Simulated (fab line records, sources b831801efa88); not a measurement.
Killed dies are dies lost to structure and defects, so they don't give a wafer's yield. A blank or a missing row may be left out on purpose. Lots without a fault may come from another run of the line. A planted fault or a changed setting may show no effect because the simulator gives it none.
fab line records | flow sky130
record lots=6 wafers=18 last_day=49
route steps=708 shown METAL1@441 PAD_OPEN@708
lots that met no fault: from a run of the same line without faults
start_h: hours from the record's first day to the start of the lot's first wafer shown | wait_h: hours since the lot's step before | " the same as in the row above | L1.1+2: a row that stands for several wafers | - no value, or no start given | * or withheld: withheld | < > ~ a bound
route shown NAME@n: a module of which the file shows steps, and the number in the route of the first | usual: mean/standard deviation of fault-free wafers | same: alike in all rows | chamber/n: place in a boat | sites: the reading at each site | _std_site: their standard deviation | _edge_site: outer sites' mean less inner sites' | radius_mm: how far each site lies from the wafer's centre | mask NAME#n: copy n | behind: the tool/chamber that last shaped the wafer | hold: why the lot was held/for how many hours/how that ended | device: the transistor (n, p or np) that didn't switch | end of line: the same wafers' tests at the end of the route | a step without rows: its recipe alone | killed: dies lost to structure and defects at the first sort, not the wafer's yield | map: a wafer's dies, x killed, . not, _ none there
set.NAME: the setting as run; set.NAME@STEP: as run at that earlier step | model.NAME: the simulator's own value behind a step, which no gauge read
lots at some steps of the route; a table a step, a row a wafer
services: from which hour (start_h, from the record's first day; less than 0 if before it) a tool's chamber was out of use, for how many hours, and why
## steps
# step SKY_METAL1_DEHYDRATE_07
# recipe temp_c=200 time_s=60
# step SKY_METAL1_HMDS_08
# recipe prime_time_s=60 prime_temp_c=120
# step SKY_METAL1_COAT_09
# recipe resist=BARC temp_c=withheld time_s=withheld spin_rpm=3000 resist_thk_nm=60
# step SKY_METAL1_COAT_10
# recipe resist=KrF-thick spin_rpm=3000 resist_thk_nm=450
# step SKY_METAL1_SOFTBAKE_11
# recipe temp_c=100 time_s=90 resist=KrF-thick
# step SKY_METAL1_EXPOSE_12
# recipe mask_id=MM1 na=0.8 source_shape=annular sigma_inner=0.55 sigma_outer=0.85 target_cd_nm=140 dose_mj=28
# step SKY_METAL1_PEB_13
# recipe peb_temp_c=withheld peb_time_s=withheld resist=KrF-thick
# step SKY_METAL1_DEVELOP_14
# recipe develop_time_s=60 resist=KrF-thick dev_temp_c=21
# step SKY_METAL1_CD_MEAS_15
# recipe target_cd_nm=140
# usual cd_nm=140.6/1.7
# columns lot.wafer tool chamber start_h wait_h cd_nm
L817.1 cd_sem-01 - 791.34 - 138.7
L817.4 " - " " 139.3
L817.6 " - " " 138.4
L823.4 cd_sem-02 - 819.95 - 140.2
L823.5 " - " " 140.9
L823.6 " - " " 140.0
L825.3 cd_sem-01 - 827.09 - 141.0
L825.4 " - " " 141.2
L825.6 " - " " 143.2
L833.3 cd_sem-01 - 887.23 - 143.7
L833.4 " - " " 142.4
L833.5 " - " " 142.2
L834.2 cd_sem-02 - 891.86 - 142.1
L834.3 " - " " 142.4
L834.6 " - " " 141.6
L836.2 cd_sem-01 - 909.02 - 138.6
L836.3 " - " " 140.4
L836.5 " - " " 139.5
# step SKY_METAL1_OVL_MEAS_16
# usual METAL1_OVL=0/6
# columns lot.wafer tool chamber start_h wait_h METAL1_OVL[nm]
L817.1 overlay-02 - 791.46 0.1 4
L817.4 " - " " 1
L817.6 " - " " 7
L823.4 overlay-01 - 820.03 0.1 5
L823.5 " - " " 14
L823.6 " - " " 6
L825.3 overlay-02 - 827.18 0.1 -5
L825.4 " - " " -13
L825.6 " - " " -15
L833.3 overlay-01 - 887.33 0.1 3
L833.4 " - " " 8
L833.5 " - " " 0
L834.2 overlay-02 - 891.97 0.1 -10
L834.3 " - " " -7
L834.6 " - " " -7
L836.2 overlay-02 - 909.12 0.1 8
L836.3 " - " " -1
L836.5 " - " " 6
# step SKY_METAL1_DESCUM_17
# recipe chemistry=O2 source_power_w=150 bias_power_w=0 pressure_mtorr=10 temp_c=40 time_s=8
# usual drypump_motor_current_A=5.8/0.46 oes_product_au=1.003/0.0081
# columns lot.wafer tool chamber start_h wait_h drypump_motor_current_A oes_product_au rf_hours_counter_h
L817.1 rie_metal-01 1 791.50 0.0 6.4 1.013 12
L817.4 " 0 " " 6.0 1.010 -
L817.6 " 0 " " 6.0 1.006 -
L823.4 rie_metal-01 1 820.06 0.0 6.3 1.014 -
L823.5 " 0 " " 6.0 1.008 -
L823.6 " 1 " " 6.4 1.025 -
L825.3 rie_metal-01 1 827.21 0.0 6.4 1.010 -
L825.4 " 0 " " 6.0 1.012 -
L825.6 " 0 " " 6.0 1.005 -
L833.3 rie_metal-02 1 887.36 0.0 5.7 0.998 -
L833.4 " 0 " " 5.0 0.992 -
L833.5 " 1 " " 5.7 1.000 -
L834.2 rie_metal-03 1 892.00 0.0 5.9 0.992 5
L834.3 " 0 " " 5.5 1.002 -
L834.6 " 1 " " 5.9 0.997 -
L836.2 rie_metal-03 0 909.15 0.0 5.5 1.005 7
L836.3 " 0 " " 5.6 0.992 -
L836.5 " 0 " " 5.5 0.992 -
# step SKY_METAL1_ETCH_18
# recipe chemistry=N2/H2 target=BARC ion_energy_ev=200 bias_w=100 pressure_mtorr=30 n2_flow_sccm=100 h2_flow_sccm=200 icp_w=500 stop_on=SiO2 time_s=45.9 target_depth_a=600
# usual drypump_motor_current_A=5.8/0.46 oes_product_au=0.855/0.0047 throttle_valve_pct=13.225/0.009
# columns lot.wafer tool chamber start_h wait_h drypump_motor_current_A oes_product_au rf_hours_counter_h throttle_valve_pct
L817.1 rie_metal-01 1 791.53 0.0 6.4 0.858 12 13.219
L817.4 " 0 " " 6.0 0.857 - 13.225
L817.6 " 0 " " 6.0 0.864 - 13.229
L823.4 rie_metal-01 1 820.10 0.0 6.4 0.855 - 13.234
L823.5 " 0 " " 6.0 0.854 - 13.217
L823.6 " 1 " " 6.4 0.856 - 13.203
L825.3 rie_metal-01 1 827.25 0.0 6.4 0.859 - 13.217
L825.4 " 0 " " 6.0 0.849 - 13.217
L825.6 " 0 " " 6.0 0.859 - 13.216
L833.3 rie_metal-02 1 887.40 0.0 5.7 0.858 - 13.222
L833.4 " 0 " " 5.0 0.857 - 13.229
L833.5 " 1 " " 5.7 0.853 - 13.226
L834.2 rie_metal-03 1 892.03 0.0 6.0 0.860 5 13.234
L834.3 " 0 " " 5.6 0.861 - 13.228
L834.6 " 1 " " 6.0 0.853 - 13.236
L836.2 rie_metal-03 0 909.18 0.0 5.5 0.854 7 13.233
L836.3 " 0 " " 5.5 0.850 - 13.234
L836.5 " 0 " " 5.5 0.854 - 13.215
# step SKY_METAL1_METAL_ETCH_19
# recipe target_depth_a=3600 stop_on=SiO2 over_etch_frac=0.3 time_s=78 chemistry=Cl2/BCl3 resist_sidewall_deg=88 pressure_mtorr=10 icp_w=900 bias_w=48.5 Cl2_flow_sccm=60 bcl3_flow_sccm=30
# usual drypump_motor_current_A=5.8/0.46 oes_product_au=0.853/0.0055 over_etch_frac=0.3/0 throttle_valve_pct=22.264/0.0093
# columns lot.wafer tool chamber start_h wait_h drypump_motor_current_A oes_product_au over_etch_frac rf_hours_counter_h throttle_valve_pct model.KrF-thick_of_METAL1_COAT_10.thk_nm
L817.1 rie_metal-01 1 791.59 0.0 6.4 0.856 0.3 12 22.260 151.6
L817.4 " 0 " " 6.0 0.848 0.3 - 22.262 157.8
L817.6 " 0 " " 6.0 0.856 0.3 - 22.268 155.5
L823.4 rie_metal-01 1 820.17 0.1 6.4 0.820 0.392 - 22.276 135.3
L823.5 " 0 " " 6.0 0.815 0.392 - 22.268 141
L823.6 " 1 " " 6.4 0.818 0.392 - 22.281 138
L825.3 rie_metal-01 1 827.33 0.1 6.4 0.831 0.392 - 22.241 134.6
L825.4 " 0 " " 6.0 0.830 0.392 - 22.269 141.7
L825.6 " 0 " " 6.0 0.826 0.392 - 22.283 141.1
L833.3 rie_metal-02 1 887.47 0.1 5.7 0.841 0.3 - 22.272 163
L833.4 " 0 " " 5.0 0.843 0.3 - 22.265 160.5
L833.5 " 1 " " 5.7 0.848 0.3 - 22.258 163.4
L834.2 rie_metal-03 1 892.09 0.0 5.9 0.858 0.3 5 22.261 161.2
L834.3 " 0 " " 5.5 0.853 0.3 - 22.262 162.1
L834.6 " 1 " " 5.9 0.847 0.3 - 22.262 160.2
L836.2 rie_metal-03 0 909.25 0.0 5.6 0.857 0.3 7 22.268 161.6
L836.3 " 0 " " 5.6 0.859 0.3 - 22.274 160.7
L836.5 " 0 " " 5.6 0.857 0.3 - 22.255 157
# step SKY_METAL1_STRIP_20
# recipe chemistry=O2/N2 power_w=1400 pressure_mtorr=1500 platen_temp_c=withheld o2_flow_sccm=3000 n2_flow_sccm=300 overash_fraction=0.5
# usual drypump_motor_current_A=5.9/0.42 oes_product_au=0.342/0.0048 strip_time_to_endpoint_s=2.68/0.035
# columns lot.wafer tool chamber start_h wait_h drypump_motor_current_A oes_product_au rf_hours_counter_h strip_time_to_endpoint_s
L817.1 plasma_asher-03 0 791.68 0.1 5.8 0.339 71 2.62
L817.4 " 1 " " 5.3 0.344 - 2.71
L817.6 " 0 " " 5.8 0.348 - 2.67
L823.4 plasma_asher-03 0 820.27 0.1 5.8 0.327 - 2.45
L823.5 " 0 " " 5.8 0.331 - 2.51
L823.6 " 1 " " 5.3 0.326 - 2.46
L825.3 plasma_asher-04 1 827.42 0.1 6.6 0.337 - 2.43
L825.4 " 0 " " 5.6 0.323 - 2.50
L825.6 " 1 " " 6.6 0.324 - 2.51
L833.3 plasma_asher-04 0 887.57 0.1 5.7 0.344 - 2.75
L833.4 " 1 " " 6.6 0.346 - 2.71
L833.5 " 0 " " 5.7 0.348 - 2.74
L834.2 plasma_asher-04 1 892.18 0.1 6.6 0.344 110 2.71
L834.3 " 1 " " 6.6 0.342 - 2.74
L834.6 " 0 " " 5.7 0.338 - 2.71
L836.2 plasma_asher-03 0 909.34 0.1 5.8 0.354 83 2.73
L836.3 " 1 " " 5.3 0.344 - 2.73
L836.5 " 1 " " 5.3 0.341 - 2.67
# step SKY_METAL1_STRIP_21
# recipe chemistry=post_etch_residue_remover time_s=1200 temp_c=72.5
# step SKY_PAD_OPEN_PROBE_99
# usual killed_at_M0_to_M3=44/7.4 killed_at_M4_up=3.0/1.6 killed_at_contacts=24/5 killed_at_front_end=15/4.6 killed_at_other=0.4/0.65 killed_dies=86/9.6 killed_open=48/7.4 killed_short=38/6.9
# same gross_dies=492 killed_at_back_side=0
# columns lot.wafer tool chamber start_h wait_h killed_at_M0_to_M3 killed_at_M4_up killed_at_contacts killed_at_front_end killed_at_other killed_dies killed_open killed_short
L817.1 prober-02 - 1093.15 0.1 38 5 29 14 0 86 47 39
L817.4 prober-02 - 1093.30 0.2 50 2 24 19 0 95 53 41
L817.6 prober-02 - 1093.40 0.2 44 0 26 15 0 85 43 42
L834.2 prober-02 - 1171.26 0.1 43 1 28 12 0 84 40 44
L834.3 prober-02 - 1171.31 0.2 30 4 23 16 0 73 33 40
L834.6 prober-02 - 1171.46 0.2 51 2 19 20 0 92 51 41
# killed by level:class
L817.1 CONTACT:geometric_particle:open=12 VIA1:geometric_particle:open=10 FIELD_ISO:geometric_particle:short=8 LI_CONTACT:geometric_particle:open=6 VIA3:geometric_particle:open=6 VIA1:geometric_particle:short=6 CONTACT:geometric_particle:short=5 VIA2:geometric_particle:open=5
L817.4 CONTACT:geometric_particle:open=12 VIA2:geometric_particle:open=10 VIA3:geometric_particle:open=10 VIA1:geometric_particle:open=8 METAL1:geometric_particle:short=6 POLY_GATE:geometric_particle:open=5 CONTACT:geometric_particle:short=5 POLY_GATE:geometric_particle:short=4
L817.6 CONTACT:geometric_particle:open=12 VIA3:geometric_particle:open=9 METAL1:geometric_particle:short=8 VIA1:geometric_particle:short=6 POLY_GATE:geometric_particle:short=5 LI_CONTACT:geometric_particle:open=5 CONTACT:geometric_particle:short=5 VIA1:geometric_particle:open=5
L834.2 CONTACT:geometric_particle:open=12 LI_CONTACT:geometric_particle:open=9 VIA1:geometric_particle:open=7 VIA1:geometric_particle:short=7 VIA2:geometric_particle:short=5 METAL1:geometric_particle:short=5 METAL2:geometric_particle:short=5 VIA3:geometric_particle:open=5
L834.3 VIA1:geometric_particle:open=9 CONTACT:geometric_particle:open=8 FIELD_ISO:geometric_particle:short=7 LI_CONTACT:geometric_particle:open=4 LOCAL_INTERCONNECT:geometric_particle:short=4 METAL1:geometric_particle:short=4 METAL2:geometric_particle:short=4 METAL4:geometric_particle:short=4
L834.6 LI_CONTACT:geometric_particle:open=8 VIA1:geometric_particle:open=8 VIA3:geometric_particle:open=7 POLY_GATE:geometric_particle:short=6 CONTACT:geometric_particle:open=5 VIA1:geometric_particle:short=5 METAL2:geometric_particle:short=5 VIA3:geometric_particle:short=5
## services
# columns tool chamber start_h hours kind
plasma_asher-04 - 797.57 4.3 pm
rie_metal-03 - 814.19 0.5 repair
plasma_asher-04 - 897.30 12.7 repair
## key
first_sign step=SKY_METAL1_METAL_ETCH_19 reading=over_etch_frac direction=up sigmas=99+ usual=0.3 struck=0.392
effect step=SKY_METAL1_METAL_ETCH_19 reading=oes_product_au direction=down sigmas=5.4 usual=0.853 struck=0.823
effect step=SKY_METAL1_STRIP_20 reading=strip_time_to_endpoint_s direction=down sigmas=5.9 usual=* struck=*
model_effect step=SKY_METAL1_METAL_ETCH_19 value=KrF-thick_of_METAL1_COAT_10.thk_nm without=155.5 struck=138.6
met_at SKY_METAL1_METAL_ETCH_19
struck_wafers L823.4,L823.5,L823.6,L825.3,L825.4,L825.6
tester_left_out L825
onset_between 791.59 820.17
earlier_fault kind=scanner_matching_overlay tool=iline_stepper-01 chamber=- onset_h=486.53 steps=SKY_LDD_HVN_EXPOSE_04 offset=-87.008
fault kind=process_parameter_drift tool=rie_metal-01 chamber=- onset_h=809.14 steps=SKY_METAL1_METAL_ETCH_19 channel=over_etch_frac offset=0.092001 shape=step end_h=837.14 acts_in=these_recipes_only stated=0.3
# tester_left_out: of these lots the tester's yield and bins aren't shown, on N5 and GAA mostly nor the transistor test; their killed dies are dies lost to structure and defects alone, not to doping, threshold or leakage, so they don't give the yield
